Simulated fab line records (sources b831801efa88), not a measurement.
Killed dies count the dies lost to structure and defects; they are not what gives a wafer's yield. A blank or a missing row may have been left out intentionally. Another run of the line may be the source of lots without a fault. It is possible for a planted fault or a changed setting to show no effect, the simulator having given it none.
Which tool did it? + flow gf180mcu + 36 wafers from 12 lots sampled at 5 of the route's 602 steps

== WHAT EACH GAUGE READ, for each wafer ==
GF_VT_IMPLANT_OVL_MEAS_07.
| lot  | measured     | on         | VT_IMPLANT_OVL (nm) |
|------|--------------|------------|---------------------|
| L859 | day 5 17:05  | overlay-01 | 0.2 -0.4 0.0        |
| L863 | day 7 00:33  | overlay-02 | 0.3 0.6 1.4         |
| L866 | day 7 20:04  | overlay-01 | 0.3 -0.5 0.0        |
| L872 | day 9 00:52  | overlay-02 | 0.2 -0.3 0.4        |
| L873 | day 9 06:13  | overlay-01 | -1.4 -0.8 -0.5      |
| L874 | day 9 11:14  | overlay-01 | -0.1 0.4 1.5        |
| L875 | day 9 16:47  | overlay-01 | 0.2 0.7 -0.5        |
| L876 | day 10 00:20 | overlay-01 | -0.5 -0.6 -2.0      |
| L878 | day 10 13:25 | overlay-01 | -0.9 -0.8 -0.4      |
| L879 | day 10 19:32 | overlay-01 | 1.7 0.5 0.9         |
| L880 | day 11 00:20 | overlay-01 | 0.9 1.7 1.0         |
| L882 | day 11 14:43 | overlay-02 | 2.1 1.9 0.6         |

GF_SALICIDE_RS_MEAS_04: measures by four-point-probe.
| lot  | measured     | on           | SALICIDE_TIN_RS (ohm/sq) |
|------|--------------|--------------|--------------------------|
| L859 | day 14 11:38 | filmMetro-01 | 16.49 16.75 16.33        |
| L863 | day 16 07:55 | filmMetro-02 | 16.62 16.95 16.29        |
| L866 | day 17 13:55 | filmMetro-01 | 16.44 16.86 16.84        |
| L872 | day 19 14:43 | filmMetro-04 | 16.31 16.00 16.34        |
| L873 | day 19 16:16 | filmMetro-04 | 16.45 16.81 16.74        |
| L874 | day 20 00:33 | filmMetro-02 | 16.95 16.93 16.70        |
| L875 | day 20 06:59 | filmMetro-01 | 16.28 16.35 16.24        |
| L876 | day 20 20:14 | filmMetro-02 | 16.74 16.49 16.36        |
| L878 | day 21 11:47 | filmMetro-04 | 16.35 16.30 16.61        |
| L879 | day 22 01:13 | filmMetro-01 | 16.37 16.42 16.78        |
| L880 | day 22 00:38 | filmMetro-02 | 16.69 16.79 16.70        |
| L882 | day 22 20:34 | filmMetro-02 | 16.39 16.87 16.89        |

GF_V1_OVL_MEAS_15.
| lot  | measured     | on         | V1_OVL (nm) |
|------|--------------|------------|-------------|
| L859 | day 17 10:17 | overlay-01 | -2 1 -5     |
| L863 | day 19 09:48 | overlay-01 | 0 4 -4      |
| L866 | day 20 16:17 | overlay-02 | 2 2 0       |
| L872 | day 22 17:34 | overlay-02 | -7 -10 -7   |
| L873 | day 22 19:08 | overlay-01 | 2 -2 -2     |
| L874 | day 23 05:32 | overlay-02 | 4 1 2       |
| L875 | day 23 11:02 | overlay-01 | 5 4 0       |
| L876 | day 23 23:53 | overlay-01 | 8 1 6       |
| L878 | day 24 12:28 | overlay-01 | -10 0 1     |
| L879 | day 25 03:43 | overlay-02 | 4 7 11      |
| L880 | day 25 01:37 | overlay-02 | -3 3 -2     |
| L882 | day 25 20:35 | overlay-01 | 5 1 8       |

== WHICH TOOL RAN EACH LOT (tool, then ch and the chambers of the sampled wafers, then the start) ==
| lot  | GF_MVSD_STRIP_10                    | GF_MVPSD_STRIP_10                   |
|------|-------------------------------------|-------------------------------------|
| L859 | plasmaAsher-01 ch 0,1, day 4 12:44  | plasmaAsher-04 ch 0,1, day 5 02:50  |
| L863 | plasmaAsher-01 ch 0,1, day 5 18:41  | plasmaAsher-02 ch 0,1, day 6 09:36  |
| L866 | plasmaAsher-04 ch 0,1, day 6 12:35  | plasmaAsher-04 ch 0,1, day 7 04:37  |
| L872 | plasmaAsher-01 ch 0,1, day 7 15:52  | plasmaAsher-04 ch 0,1, day 8 08:33  |
| L873 | plasmaAsher-01 ch 0,1, day 7 19:59  | plasmaAsher-02 ch 0,1, day 8 12:48  |
| L874 | plasmaAsher-03 ch 0,1, day 8 01:50  | plasmaAsher-04 ch 0,1, day 8 18:47  |
| L875 | plasmaAsher-03 ch 0,1, day 8 07:25  | plasmaAsher-04 ch 0,1, day 8 23:55  |
| L876 | plasmaAsher-04 ch 0,1, day 8 13:43  | plasmaAsher-01 ch 0,1, day 9 06:41  |
| L878 | plasmaAsher-01 ch 0,1, day 9 02:40  | plasmaAsher-04 ch 1, day 9 19:54    |
| L879 | plasmaAsher-01 ch 0,1, day 9 07:01  | plasmaAsher-04 ch 0,1, day 10 01:19 |
| L880 | plasmaAsher-03 ch 0,1, day 9 12:14  | plasmaAsher-01 ch 0,1, day 10 06:02 |
| L882 | plasmaAsher-01 ch 0,1, day 10 00:58 | plasmaAsher-02 ch 0,1, day 10 20:05 |
- GF_MVSD_STRIP_10: strips in O2/N2.
- GF_MVPSD_STRIP_10: strips in O2/N2.

== AS READ BY THE TOOLS THEMSELVES (means over the sampled wafers that have a number; for cases with no such wafer, the mark the record gives instead) ==
GF_MVSD_STRIP_10.
| lot  | tool           | drypumpMotorCurrentA (A) | heaterPowerW (W) | n2FlowSccm (sccm) | oesProductAu (a.u.) | stripTimeToEndpointS (s) |
|------|----------------|--------------------------|------------------|-------------------|---------------------|--------------------------|
| L859 | plasmaAsher-01 | 5.69                     | 357              | 299.6             | 0.725               | 36.99                    |
| L863 | plasmaAsher-01 | 5.70                     | 349              | 300.1             | 0.724               | 36.73                    |
| L866 | plasmaAsher-04 | 5.71                     | 325              | 299.5             | 0.964               | -                        |
| L872 | plasmaAsher-01 | 5.58                     | 328              | 300.1             | 0.723               | 36.91                    |
| L873 | plasmaAsher-01 | 5.69                     | 358              | 299.3             | 0.723               | 36.95                    |
| L874 | plasmaAsher-03 | 5.94                     | 307              | 299.6             | 0.727               | 36.95                    |
| L875 | plasmaAsher-03 | 5.70                     | 316              | 300.8             | 0.724               | 36.85                    |
| L876 | plasmaAsher-04 | 5.70                     | 331              | 300.4             | 0.725               | 36.93                    |
| L878 | plasmaAsher-01 | 5.69                     | 355              | 299.9             | 0.724               | 36.96                    |
| L879 | plasmaAsher-01 | 5.66                     | 355              | 300.8             | 0.727               | 36.98                    |
| L880 | plasmaAsher-03 | 5.69                     | 312              | 300.8             | 0.720               | 36.88                    |
| L882 | plasmaAsher-01 | 5.58                     | 325              | 299.4             | 0.726               | 36.89                    |

GF_MVPSD_STRIP_10.
| lot  | tool           | drypumpMotorCurrentA (A) | heaterPowerW (W) | n2FlowSccm (sccm) | oesProductAu (a.u.) | stripTimeToEndpointS (s) |
|------|----------------|--------------------------|------------------|-------------------|---------------------|--------------------------|
| L859 | plasmaAsher-04 | 5.59                     | 313              | 299.5             | 0.726               | 36.90                    |
| L863 | plasmaAsher-02 | 5.72                     | 334              | 300.1             | 0.725               | 36.92                    |
| L866 | plasmaAsher-04 | 5.69                     | 331              | 299.6             | 0.720               | 38.70                    |
| L872 | plasmaAsher-04 | 5.70                     | 325              | 300.5             | 0.727               | 36.89                    |
| L873 | plasmaAsher-02 | 5.99                     | 331              | 299.3             | 0.726               | 36.88                    |
| L874 | plasmaAsher-04 | 5.69                     | 332              | 300.4             | 0.725               | 36.89                    |
| L875 | plasmaAsher-04 | 5.71                     | 328              | 300.3             | 0.721               | 36.97                    |
| L876 | plasmaAsher-01 | 5.59                     | 335              | 300.5             | 0.720               | 37.14                    |
| L878 | plasmaAsher-04 | 5.49                     | 323              | 300.2             | 0.726               | 37.03                    |
| L879 | plasmaAsher-04 | 5.72                     | 327              | 300.1             | 0.718               | 36.93                    |
| L880 | plasmaAsher-01 | 5.70                     | 355              | 300.2             | 0.727               | 36.99                    |
| L882 | plasmaAsher-02 | 6.00                     | 326              | 300.1             | 0.724               | 37.04                    |

== THE ANSWER, worked out from the rows above alone ==
Rule: the lots themselves supply what counts as usual. Put in order of their means at a reading, lots are off if they are a third of the lots or fewer, leave a main group of 4 or more, and stand apart from it by a gap of 3 or more times the standard deviation of the main group's means; of several such gaps the widest counts. A main group is skipped when, at the precision printed for the reading in the tables above, its means are all equal. Also off: a lot with no number at a reading for which 4 or more lots have one. Any other lot the step has rows for is counted as sound. The gauges are gone through in route order, then the tools' own readings, and for those a lot's mean is taken as printed above. The first step at which some lot is off is used, and at that step the reading that is off furthest; a lot without a number counts as furthest.
Off, at GF_MVSD_STRIP_10 on stripTimeToEndpointS: L866. Without a number there: L866. The main group has a mean of 36.91 s with a standard deviation of 0.071.
If a tool, at that step or one of the process steps before it, ran each lot that is off and ran no sound lot following the first of them, it fits. No candidate that was tried fits.

== WHAT HAD BEEN PUT IN BY THE SIMULATOR ==
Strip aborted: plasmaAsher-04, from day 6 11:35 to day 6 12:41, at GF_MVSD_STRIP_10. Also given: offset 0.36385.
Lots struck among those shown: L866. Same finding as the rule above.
